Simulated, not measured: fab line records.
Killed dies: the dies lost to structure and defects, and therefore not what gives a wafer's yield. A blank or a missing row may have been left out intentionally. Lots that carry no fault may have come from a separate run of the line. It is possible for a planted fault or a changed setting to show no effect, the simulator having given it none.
Chamber matching || flow sky130 || SKY_POLY_GATE_ETCH_17 on rie si-02: 4 sister chambers
The step etches poly-Si in HBr/Cl2, stops on SiO2, target depth 180 nm, time 70.5 s. 45 wafers are shown with their chamber, then 12 later ones without.

== WAFERS, EACH WITH ITS CHAMBER ==
{"wafer": "L075.2", "chamber": 1, "drypump motor current A (A)": 6.2, "oes product au (a.u.)": 0.979, "throttle valve pct (%)": 33.677}
{"wafer": "L075.4", "chamber": 2, "drypump motor current A (A)": 6.3, "oes product au (a.u.)": 0.999, "throttle valve pct (%)": 33.680}
{"wafer": "L075.5", "chamber": 1, "drypump motor current A (A)": 6.2, "oes product au (a.u.)": 0.973, "throttle valve pct (%)": 33.689}
{"wafer": "L076.1", "chamber": 1, "drypump motor current A (A)": 6.2, "oes product au (a.u.)": 0.991, "throttle valve pct (%)": 33.689}
{"wafer": "L076.2", "chamber": 2, "drypump motor current A (A)": 6.3, "oes product au (a.u.)": 1.005, "throttle valve pct (%)": 33.689}
{"wafer": "L076.3", "chamber": 0, "drypump motor current A (A)": 5.7, "oes product au (a.u.)": 0.996, "throttle valve pct (%)": 33.675}
{"wafer": "L076.4", "chamber": 3, "drypump motor current A (A)": 5.8, "oes product au (a.u.)": 0.998, "throttle valve pct (%)": 33.687}
{"wafer": "L076.5", "chamber": 0, "drypump motor current A (A)": 5.7, "oes product au (a.u.)": 0.998, "throttle valve pct (%)": 33.689}
{"wafer": "L076.6", "chamber": 3, "drypump motor current A (A)": 5.8, "oes product au (a.u.)": 1.003, "throttle valve pct (%)": 33.689}
{"wafer": "L079.1", "chamber": 3, "drypump motor current A (A)": 5.8, "oes product au (a.u.)": 0.985, "throttle valve pct (%)": 33.679}
{"wafer": "L079.2", "chamber": 0, "drypump motor current A (A)": 5.7, "oes product au (a.u.)": 0.988, "throttle valve pct (%)": 33.681}
{"wafer": "L079.6", "chamber": 3, "drypump motor current A (A)": 5.8, "oes product au (a.u.)": 0.975, "throttle valve pct (%)": 33.688}
{"wafer": "L081.1", "chamber": 1, "drypump motor current A (A)": 6.2, "oes product au (a.u.)": 0.978, "throttle valve pct (%)": 33.682}
{"wafer": "L081.2", "chamber": 0, "drypump motor current A (A)": 5.7, "oes product au (a.u.)": 0.989, "throttle valve pct (%)": 33.694}
{"wafer": "L081.3", "chamber": 2, "drypump motor current A (A)": 6.3, "oes product au (a.u.)": 0.988, "throttle valve pct (%)": 33.688}
{"wafer": "L080.2", "chamber": 0, "drypump motor current A (A)": 5.7, "oes product au (a.u.)": 0.998, "throttle valve pct (%)": 33.683}
{"wafer": "L080.3", "chamber": 1, "drypump motor current A (A)": 6.2, "oes product au (a.u.)": 0.983, "throttle valve pct (%)": 33.694}
{"wafer": "L080.5", "chamber": 2, "drypump motor current A (A)": 6.3, "oes product au (a.u.)": 1.006, "throttle valve pct (%)": 33.655}
{"wafer": "L082.1", "chamber": 2, "drypump motor current A (A)": 6.3, "oes product au (a.u.)": 0.991, "throttle valve pct (%)": 33.689}
{"wafer": "L082.2", "chamber": 1, "drypump motor current A (A)": 6.2, "oes product au (a.u.)": 0.980, "throttle valve pct (%)": 33.678}
{"wafer": "L082.3", "chamber": 0, "drypump motor current A (A)": 5.7, "oes product au (a.u.)": 0.987, "throttle valve pct (%)": 33.695}
{"wafer": "L082.4", "chamber": 2, "drypump motor current A (A)": 6.3, "oes product au (a.u.)": 0.986, "throttle valve pct (%)": 33.685}
{"wafer": "L082.5", "chamber": 0, "drypump motor current A (A)": 5.7, "oes product au (a.u.)": 0.995, "throttle valve pct (%)": 33.677}
{"wafer": "L082.6", "chamber": 1, "drypump motor current A (A)": 6.2, "oes product au (a.u.)": 0.981, "throttle valve pct (%)": 33.688}
{"wafer": "L083.1", "chamber": 1, "drypump motor current A (A)": 6.2, "oes product au (a.u.)": 0.989, "throttle valve pct (%)": 33.682}
{"wafer": "L083.2", "chamber": 0, "drypump motor current A (A)": 5.7, "oes product au (a.u.)": 0.991, "throttle valve pct (%)": 33.662}
{"wafer": "L083.4", "chamber": 2, "drypump motor current A (A)": 6.3, "oes product au (a.u.)": 0.989, "throttle valve pct (%)": 33.688}
{"wafer": "L084.1", "chamber": 3, "drypump motor current A (A)": 5.8, "oes product au (a.u.)": 0.996, "throttle valve pct (%)": 33.682}
{"wafer": "L084.2", "chamber": 0, "drypump motor current A (A)": 5.7, "oes product au (a.u.)": 0.978, "throttle valve pct (%)": 33.674}
{"wafer": "L084.4", "chamber": 2, "drypump motor current A (A)": 6.3, "oes product au (a.u.)": 0.992, "throttle valve pct (%)": 33.683}
{"wafer": "L086.2", "chamber": 0, "drypump motor current A (A)": 5.7, "oes product au (a.u.)": 0.992, "throttle valve pct (%)": 33.677}
{"wafer": "L086.5", "chamber": 3, "drypump motor current A (A)": 5.8, "oes product au (a.u.)": 0.991, "throttle valve pct (%)": 33.679}
{"wafer": "L086.6", "chamber": 2, "drypump motor current A (A)": 6.3, "oes product au (a.u.)": 0.999, "throttle valve pct (%)": 33.680}
{"wafer": "L088.1", "chamber": 2, "drypump motor current A (A)": 6.3, "oes product au (a.u.)": 1.001, "throttle valve pct (%)": 33.681}
{"wafer": "L088.2", "chamber": 3, "drypump motor current A (A)": 5.8, "oes product au (a.u.)": 0.993, "throttle valve pct (%)": 33.684}
{"wafer": "L088.3", "chamber": 1, "drypump motor current A (A)": 6.2, "oes product au (a.u.)": 0.976, "throttle valve pct (%)": 33.691}
{"wafer": "L088.4", "chamber": 1, "drypump motor current A (A)": 6.2, "oes product au (a.u.)": 0.984, "throttle valve pct (%)": 33.677}
{"wafer": "L088.5", "chamber": 2, "drypump motor current A (A)": 6.3, "oes product au (a.u.)": 0.997, "throttle valve pct (%)": 33.682}
{"wafer": "L088.6", "chamber": 3, "drypump motor current A (A)": 5.8, "oes product au (a.u.)": 0.996, "throttle valve pct (%)": 33.691}
{"wafer": "L091.3", "chamber": 1, "drypump motor current A (A)": 6.3, "oes product au (a.u.)": 0.990, "throttle valve pct (%)": 33.676}
{"wafer": "L091.4", "chamber": 3, "drypump motor current A (A)": 5.8, "oes product au (a.u.)": 0.986, "throttle valve pct (%)": 33.684}
{"wafer": "L091.6", "chamber": 3, "drypump motor current A (A)": 5.8, "oes product au (a.u.)": 1.005, "throttle valve pct (%)": 33.675}
{"wafer": "L092.1", "chamber": 3, "drypump motor current A (A)": 5.8, "oes product au (a.u.)": 0.987, "throttle valve pct (%)": 33.689}
{"wafer": "L092.2", "chamber": 2, "drypump motor current A (A)": 6.3, "oes product au (a.u.)": 0.974, "throttle valve pct (%)": 33.685}
{"wafer": "L092.3", "chamber": 1, "drypump motor current A (A)": 6.2, "oes product au (a.u.)": 0.974, "throttle valve pct (%)": 33.673}

SIGNATURES (averages over the wafers above)
{"reading": "drypump motor current A", "chamber 0": 5.700, "chamber 1": 6.208, "chamber 2": 6.300, "chamber 3": 5.800, "scatter within a chamber": 0.015}
{"reading": "oes product au", "chamber 0": 0.99120, "chamber 1": 0.98150, "chamber 2": 0.99392, "chamber 3": 0.99227, "scatter within a chamber": 0.00767}
{"reading": "throttle valve pct", "chamber 0": 33.68070, "chamber 1": 33.68300, "chamber 2": 33.68208, "chamber 3": 33.68427, "scatter within a chamber": 0.008}
Rule: a wafer lies at a distance from a chamber equal to the root of the sum of squares, over the readings, of (its reading less the chamber's mean, divided by the reading's scatter). If the next closest chamber is less than 2 further off than the closest, the wafer can't be placed; otherwise it belongs to the closest. The scatter: take each reading less its chamber's mean, square it, sum over the shown wafers, divide by the number of wafers less the number of chambers, and take the root.

== WAFERS WITH NO CHAMBER GIVEN ==
{"wafer": "L094.2", "drypump motor current A (A)": 5.7, "oes product au (a.u.)": 0.983, "throttle valve pct (%)": 33.696}
{"wafer": "L094.3", "drypump motor current A (A)": 6.3, "oes product au (a.u.)": 0.988, "throttle valve pct (%)": 33.683}
{"wafer": "L094.6", "drypump motor current A (A)": 5.8, "oes product au (a.u.)": 0.989, "throttle valve pct (%)": 33.655}
{"wafer": "L096.2", "drypump motor current A (A)": 5.7, "oes product au (a.u.)": 0.988, "throttle valve pct (%)": 33.678}
{"wafer": "L096.4", "drypump motor current A (A)": 6.3, "oes product au (a.u.)": 0.994, "throttle valve pct (%)": 33.686}
{"wafer": "L096.6", "drypump motor current A (A)": 5.8, "oes product au (a.u.)": 0.992, "throttle valve pct (%)": 33.678}
{"wafer": "L097.1", "drypump motor current A (A)": 5.7, "oes product au (a.u.)": 0.985, "throttle valve pct (%)": 33.685}
{"wafer": "L097.2", "drypump motor current A (A)": 5.8, "oes product au (a.u.)": 1.002, "throttle valve pct (%)": 33.689}
{"wafer": "L097.3", "drypump motor current A (A)": 6.3, "oes product au (a.u.)": 1.009, "throttle valve pct (%)": 33.677}
{"wafer": "L097.4", "drypump motor current A (A)": 6.2, "oes product au (a.u.)": 0.981, "throttle valve pct (%)": 33.671}
{"wafer": "L097.5", "drypump motor current A (A)": 6.3, "oes product au (a.u.)": 0.992, "throttle valve pct (%)": 33.696}
{"wafer": "L097.6", "drypump motor current A (A)": 6.2, "oes product au (a.u.)": 0.981, "throttle valve pct (%)": 33.688}

== EACH ONE'S CHAMBER ==
{"wafer": "L094.2", "from the rows above": 0, "in truth": 0}
{"wafer": "L094.3", "from the rows above": 2, "in truth": 2}
{"wafer": "L094.6", "from the rows above": 3, "in truth": 3}
{"wafer": "L096.2", "from the rows above": 0, "in truth": 0}
{"wafer": "L096.4", "from the rows above": 2, "in truth": 2}
{"wafer": "L096.6", "from the rows above": 3, "in truth": 3}
{"wafer": "L097.1", "from the rows above": 0, "in truth": 0}
{"wafer": "L097.2", "from the rows above": 3, "in truth": 3}
{"wafer": "L097.3", "from the rows above": 2, "in truth": 2}
{"wafer": "L097.4", "from the rows above": 1, "in truth": 1}
{"wafer": "L097.5", "from the rows above": 2, "in truth": 2}
{"wafer": "L097.6", "from the rows above": 1, "in truth": 1}
Correct placement for 12 of the 12. Number that these rows cannot place: 0. Placed wrongly: 0.
